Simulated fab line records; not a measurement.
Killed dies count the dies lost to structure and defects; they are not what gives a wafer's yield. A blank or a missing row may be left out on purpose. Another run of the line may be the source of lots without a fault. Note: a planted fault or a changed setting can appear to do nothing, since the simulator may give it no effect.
Comparing a struck lot with a sound one	flow sky130	33 steps out of a route of 708
Sound: wafers L864.3, L864.4, L864.5. Struck: wafers L861.1, L861.2, L861.5. The cause is named last.
For every step that has rows: the tool of each side, followed by ch and its chambers, followed by its first start. Under that, the readings that differ: sound wafers	struck wafers	difference of the means	sigmas: that difference in standard deviations of wafers without a fault.
alike: same words and numbers on both sides, and readings whose means sit less than 2 such deviations apart. not compared: any withheld reading, any reading some wafer has no value for, any bound like >300 that may hide the same value, and any number with overlapping values for which the record gives no deviation.
The two part at a step that has a row with sigmas, a row that says differs or no value, or rows on one side only. Numbers that don't overlap but have no deviation are shown without sigmas and don't part them. Lack of a reading on every wafer of one side parts them only where that side has two or more wafers.

first, 5 steps without rows for these wafers: SKY_POLY_CUT_COAT_03 (resist thk 450 nm); SKY_POLY_CUT_SOFTBAKE_04 (time 90 s); SKY_POLY_CUT_EXPOSE_05 (exposes mask NPCM, target cd 270 nm); SKY_POLY_CUT_PEB_06; SKY_POLY_CUT_DEVELOP_07 (develop time 60 s).
SKY_POLY_CUT_CD_MEAS_08: the cd target is 270 nm.
  sound: cd sem-02 at day 31 07:04; struck: cd sem-02 at day 29 20:21
  alike: cd nm
SKY_POLY_CUT_OVL_MEAS_09:
  sound: overlay-01 at day 31 07:10; struck: overlay-02 at day 29 20:28
  alike: POLY_CUT_OVL
SKY_POLY_CUT_ETCH_10: etches BARC in N2/H2, stops on SiO2, time 45.9 s, target depth 60 nm.
  sound on rie diel-03 ch 0,2,3, day 31 07:11; struck on rie diel-03 ch 0,1, day 29 20:31
  alike: drypump motor current A, oes product au, throttle valve pct
  not compared: rf hours counter h
SKY_POLY_CUT_ETCH_11: etches Si3N4 in CF4/CH2F2/Ar, stops on poly-Si, time 42.5 s, target depth 60 nm.
  sound on rie diel-03 ch 0,2,3, day 31 07:14; struck on rie diel-03 ch 0,1, day 29 20:33
reading	sound	struck	difference	sigmas
oes product au (a.u.)	0.818 0.824 0.815	0.829 0.838 0.835	+0.015	+2
  alike: cf4 flow sccm, drypump motor current A, throttle valve pct
  not compared: rf hours counter h
SKY_POLY_CUT_STRIP_12: strips in O2/N2.
  sound on plasma asher-02 ch 0,1, day 31 07:19; struck on plasma asher-04 ch 0,1, day 29 20:35
  alike: drypump motor current A, oes product au, strip time to endpoint s
  not compared: rf hours counter h
then, 2 steps without rows for these wafers: SKY_SD_P_DEHYDRATE_00 (time 60 s); SKY_SD_P_HMDS_01 (prime time 60 s).
SKY_SD_P_COAT_02: resist thk 1140 nm.
  struck on litho track-03, day 30 09:51; sound on litho track-03 ch 0, day 31 20:45
  no value came back on the struck wafers for chill plate temp C (C), dispense pressure kPa (kPa), exhaust pa (Pa); on the sound wafers chill plate temp C (C) reads 23.01 22.95 23.09
then, 4 steps without rows for these wafers: SKY_SD_P_SOFTBAKE_03 (time 60 s); SKY_SD_P_EXPOSE_04 (exposes mask PSDM, target cd 380 nm); SKY_SD_P_PEB_05; SKY_SD_P_DEVELOP_06 (develop time 60 s).
SKY_SD_P_CD_MEAS_07: the cd target is 380 nm.
  sound: cd sem-01 at day 32 10:58; struck: cd sem-01 at day 31 00:42
reading	sound	struck	difference	sigmas
cd nm (nm)	380 380 381	- - -	no value on the struck wafers	
SKY_SD_P_OVL_MEAS_08:
  sound: overlay-01 at day 32 11:03; struck: overlay-02 at day 31 00:49
reading	sound	struck	difference	sigmas
SD_P_OVL (nm)	-0.7 -0.2 0.3	- - -	no value on the struck wafers	
then, 1 step without rows for these wafers: SKY_SD_P_IMPLANT_09.
SKY_SD_P_STRIP_10: strips in O2/N2.
  sound on plasma asher-04 ch 0,1, day 32 11:16; struck on plasma asher-04 ch 0,1, day 31 01:01
  no value came back on the struck wafers for oes product au (a.u.), strip time to endpoint s (s); on the sound wafers oes product au (a.u.) reads 0.623 0.624 0.621
  alike: drypump motor current A
  not compared: rf hours counter h
SKY_SD_P_TW_MEAS_11:
  sound: film metro-02 at day 32 11:21; struck: film metro-01 at day 31 01:07
  alike: SD_P_TW
then, 8 steps without rows for these wafers: SKY_RES_XHIGH_DEHYDRATE_00 (time 60 s); SKY_RES_XHIGH_HMDS_01 (prime time 60 s); SKY_RES_XHIGH_COAT_02 (resist thk 1140 nm); SKY_RES_XHIGH_SOFTBAKE_03 (time 60 s); SKY_RES_XHIGH_EXPOSE_04 (exposes mask URPM, target cd 1270 nm); SKY_RES_XHIGH_PEB_05; SKY_RES_XHIGH_DEVELOP_06 (develop time 60 s); SKY_RES_XHIGH_IMPLANT_07.
SKY_RES_XHIGH_STRIP_08: strips in O2/N2.
  sound on plasma asher-03 ch 0,1, day 33 14:04; struck on plasma asher-03 ch 0,1, day 32 04:51
  alike: drypump motor current A, oes product au, strip time to endpoint s
  not compared: rf hours counter h
SKY_RES_XHIGH_TW_MEAS_09:
  sound: film metro-01 at day 33 14:10; struck: film metro-01 at day 32 04:57
reading	sound	struck	difference	sigmas
RES_XHIGH_TW	1656 1662 1650	2914 2904 2892	+1247	+99 or more
then, 1 step without rows for these wafers: SKY_SD_N_DEHYDRATE_00 (time 60 s).

== WHERE THEY PART ==
Earliest at SKY_POLY_CUT_ETCH_11; latest, in this record, at SKY_RES_XHIGH_TW_MEAS_09.

WHY: what had been put in by the simulator
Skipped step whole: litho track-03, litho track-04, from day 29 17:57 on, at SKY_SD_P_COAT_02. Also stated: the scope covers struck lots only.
